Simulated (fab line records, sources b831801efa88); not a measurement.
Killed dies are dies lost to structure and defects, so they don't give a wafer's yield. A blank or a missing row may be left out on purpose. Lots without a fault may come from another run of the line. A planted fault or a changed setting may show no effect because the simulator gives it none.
Which tool did it? | flow gf180mcu | 12 lots, 36 wafers sampled, at 4 steps of a route of 602

WHAT THE GAUGES READ, wafer by wafer
GF_CONTACT_RS_MEAS_25: measures by four-point-probe.
lot  | measured     | on            | CONTACT_W_RS (ohm/sq)
L440 | day 18 01:04 | film_metro-03 | 0.379 0.377 0.385
L442 | day 18 13:25 | film_metro-04 | 0.377 0.385 0.381
L446 | day 19 23:00 | film_metro-04 | 0.387 0.397 0.391
L448 | day 20 11:36 | film_metro-04 | 0.393 0.384 0.398
L451 | day 21 14:35 | film_metro-03 | 0.376 0.389 0.386
L452 | day 21 23:01 | film_metro-04 | 0.382 0.380 0.379
L453 | day 22 11:46 | film_metro-01 | 0.378 0.376 0.381
L454 | day 22 20:22 | film_metro-04 | 0.379 0.384 0.378
L455 | day 23 01:30 | film_metro-04 | 0.392 0.383 0.390
L456 | day 23 10:36 | film_metro-04 | 0.382 0.379 0.377
L458 | day 24 05:59 | film_metro-01 | 0.387 0.385 0.387
L459 | day 24 13:11 | film_metro-01 | 0.394 0.385 0.391

GF_V1_CD_MEAS_14: target cd 260 nm.
lot  | measured     | on        | cd_nm (nm)
L440 | day 20 03:03 | cd_sem-02 | 259.2 259.6 259.1
L442 | day 20 16:49 | cd_sem-02 | 259.4 260.5 260.3
L446 | day 22 01:34 | cd_sem-01 | 260.7 260.8 262.3
L448 | day 22 13:18 | cd_sem-01 | 260.1 260.2 261.3
L451 | day 23 14:20 | cd_sem-01 | 260.3 260.0 259.6
L452 | day 23 23:14 | cd_sem-02 | 258.0 258.0 259.8
L453 | day 24 12:23 | cd_sem-02 | 259.5 260.6 261.1
L454 | day 24 18:28 | cd_sem-02 | 260.0 260.6 259.9
L455 | day 25 00:18 | cd_sem-01 | 259.8 261.5 259.9
L456 | day 25 08:04 | cd_sem-01 | 260.6 260.8 261.2
L458 | day 26 03:02 | cd_sem-01 | 261.3 261.7 260.7
L459 | day 26 09:44 | cd_sem-02 | 261.1 261.6 261.6

WHICH TOOL RAN EACH LOT (tool, then ch and the chambers of the sampled wafers, then the start)
lot  | GF_CONTACT_CMP_27             | GF_M1_STRIP_17
L440 | cmp-01 ch 1,2, day 18 01:14   | plasma_asher-03 ch 0,1, day 19 01:35
L442 | cmp-02 ch 0,1,3, day 18 13:42 | plasma_asher-03 ch 0,1, day 19 14:52
L446 | cmp-02 ch 0,2,3, day 19 23:14 | plasma_asher-01 ch 0,1, day 21 00:06
L448 | cmp-01 ch 0,1,2, day 20 11:52 | plasma_asher-04 ch 0,1, day 21 11:55
L451 | cmp-02 ch 0,1,3, day 21 14:46 | plasma_asher-04 ch 0,1, day 22 14:44
L452 | cmp-01 ch 0,1, day 21 23:11   | plasma_asher-03 ch 0,1, day 22 23:37
L453 | cmp-02 ch 1,2, day 22 11:55   | plasma_asher-03 ch 0,1, day 23 13:26
L454 | cmp-01 ch 0,3, day 22 20:32   | plasma_asher-03 ch 0,1, day 23 19:11
L455 | cmp-02 ch 1,2,3, day 23 01:43 | plasma_asher-01 ch 1, day 24 01:01
L456 | cmp-01 ch 1,2,3, day 23 10:50 | plasma_asher-01 ch 0,1, day 24 09:27
L458 | cmp-02 ch 1,3, day 24 06:13   | plasma_asher-03 ch 0,1, day 25 05:01
L459 | cmp-02 ch 0,1,2, day 24 13:20 | plasma_asher-04 ch 0,1, day 25 11:46
- GF_CONTACT_CMP_27: polishes, stops on SiO2, t overpolish 15 s, target thk 0 nm.
- GF_M1_STRIP_17: strips in O2/N2.

WHAT THE TOOLS THEMSELVES READ (means of the sampled wafers that have a number; where no wafer has one, the mark that the record gives instead)
GF_CONTACT_CMP_27.
lot  | tool   | motor_current_A (A) | overpolish_run_s (s) | platen_rpm (rpm) | slurry_filter_dp_kPa (kPa) | time_to_endpoint_s (s)
L440 | cmp-01 | 10.9                | 14.991               | 59.99            | 13.40                      | 80
L442 | cmp-02 | 11.3                | 14.999               | 59.96            | 13.48                      | 69
L446 | cmp-02 | 10.9                | 14.996               | 59.99            | 13.44                      | 70
L448 | cmp-01 | 10.6                | 14.995               | 59.98            | 13.56                      | 71
L451 | cmp-02 | 11.4                | 15.005               | 59.97            | 13.59                      | 73
L452 | cmp-01 | 10.9                | 14.996               | 60.01            | 13.56                      | 73
L453 | cmp-02 | 11.0                | 15.002               | 59.98            | 13.42                      | 73
L454 | cmp-01 | 11.0                | 15.009               | 60.02            | 13.56                      | 74
L455 | cmp-02 | 10.9                | 15.005               | 60.00            | 13.58                      | 73
L456 | cmp-01 | 11.1                | 15.003               | 59.99            | 13.56                      | 74
L458 | cmp-02 | 10.7                | 15.012               | 59.99            | 13.48                      | 67
L459 | cmp-02 | 11.4                | 15.006               | 59.97            | 13.45                      | 69

GF_M1_STRIP_17.
lot  | tool            | chamber_pressure_mTorr (mTorr) | drypump_motor_current_A (A) | heater_power_w (W) | oes_product_au (a.u.) | strip_time_to_endpoint_s (s)
L440 | plasma_asher-03 | 1801.5                         | 5.5                         | 310                | 0.539                 | 7.12
L442 | plasma_asher-03 | 1801.0                         | 5.5                         | 305                | 0.540                 | 7.18
L446 | plasma_asher-01 | 1500.3                         | 5.2                         | 305                | 0.536                 | 7.36
L448 | plasma_asher-04 | 1500.1                         | 5.6                         | 341                | 0.542                 | 7.38
L451 | plasma_asher-04 | 1499.4                         | 5.6                         | 346                | 0.540                 | 7.40
L452 | plasma_asher-03 | 1501.1                         | 5.5                         | 311                | 0.534                 | 7.37
L453 | plasma_asher-03 | 1500.1                         | 5.5                         | 308                | 0.538                 | 7.39
L454 | plasma_asher-03 | 1500.8                         | 5.5                         | 312                | 0.539                 | 7.46
L455 | plasma_asher-01 | 1501.1                         | 5.3                         | 289                | 0.537                 | 7.37
L456 | plasma_asher-01 | 1499.2                         | 5.2                         | 312                | 0.542                 | 7.45
L458 | plasma_asher-03 | 1500.6                         | 5.9                         | 313                | 0.532                 | 7.34
L459 | plasma_asher-04 | 1498.7                         | 5.6                         | 333                | 0.537                 | 7.32

THE ANSWER, worked out from the rows above alone
Rule: what is usual is taken from the lots themselves. Put in order of their means at a reading, lots are off if they are a third of the lots or fewer, leave a main group of 4 or more, and stand apart from it by a gap of 3 or more times the standard deviation of the main group's means; of several such gaps the widest counts. A main group whose means are all the same, to the digits that the tables above print for the reading, isn't used. A lot without any number at a reading at which 4 lots or more have one is off too. The other lots that the step has rows for count as sound. The gauges are gone through in route order, then the tools' own readings, and for those a lot's mean is taken as printed above. The first step at which some lot is off is used, and at that step the reading that is off furthest; a lot without a number counts as furthest.
Off: L440, L442, at GF_M1_STRIP_17 (chamber_pressure_mTorr). The main group: mean 1500.1 mTorr, standard deviation 0.78.
A tool fits if, at that step or a process step before it, it ran every lot that is off, and no sound lot after the first of them. None of those tried fits.

WHAT THE SIMULATOR HAD PUT IN
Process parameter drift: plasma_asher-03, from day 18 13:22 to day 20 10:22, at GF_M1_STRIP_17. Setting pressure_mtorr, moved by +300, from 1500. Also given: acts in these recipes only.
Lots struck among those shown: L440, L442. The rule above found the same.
